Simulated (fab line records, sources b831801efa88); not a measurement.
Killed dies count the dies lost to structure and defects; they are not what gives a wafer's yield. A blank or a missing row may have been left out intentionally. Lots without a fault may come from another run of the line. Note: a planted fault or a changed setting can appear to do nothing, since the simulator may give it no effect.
Which tool did it?    flow gf180mcu    21 wafers from 7 lots sampled at 2 of the route's 602 steps

== WHAT THE GAUGES SHOWED, per wafer ==
GF_HV_LDD_OVL_MEAS_08.
lot   measured      on          HV_LDD_OVL (nm)
L765  day 10 11:52  overlay-01  0.1 0.7 -1.4
L768  day 11 16:04  overlay-02  -0.9 -2.0 -0.5
L776  day 13 17:49  overlay-02  -1.2 -0.3 -0.4
L782  day 15 09:11  overlay-02  -2.6 -0.4 -1.1
L784  day 15 16:01  overlay-01  0.8 0.4 0.9
L787  day 16 19:04  overlay-01  3.4 0.7 2.1

== TOOL THAT RAN EACH LOT (tool first, then ch and the chambers of the sampled wafers, then the start) ==
lot   GF_STI_CMP_25
L765  cmp-01 ch 0,2,3, day 2 08:58
L768  cmp-02 ch 1,2, day 3 00:43
L774  cmp-01 ch 0,2,3, day 4 08:40
L776  cmp-01 ch 0,1,3, day 4 16:45
L782  cmp-02 ch 1,2, day 6 00:24
L784  cmp-02 ch 1,2,3, day 6 10:10
L787  cmp-02 ch 2,3, day 7 02:33
- GF_STI_CMP_25: polishes, stops on Si3N4, t overpolish 33 s, target thk 524.6 nm.

== THE ANSWER, worked out from the rows above alone ==
Rule: what is usual is taken from the lots themselves. Put in order of their means at a reading, lots are off if they are a third of the lots or fewer, leave a main group of 4 or more, and stand apart from it by a gap of 3 or more times the standard deviation of the main group's means; of several such gaps the widest counts. Not used: any main group whose means are identical at the precision the tables above print for the reading. Also off: a lot with no number at a reading for which 4 or more lots have one. Where the step has rows for the other lots, those lots are counted as sound.
None of the lots is off at any reading shown; this tells nothing.

== WHAT THE SIMULATOR HAD PUT IN ==
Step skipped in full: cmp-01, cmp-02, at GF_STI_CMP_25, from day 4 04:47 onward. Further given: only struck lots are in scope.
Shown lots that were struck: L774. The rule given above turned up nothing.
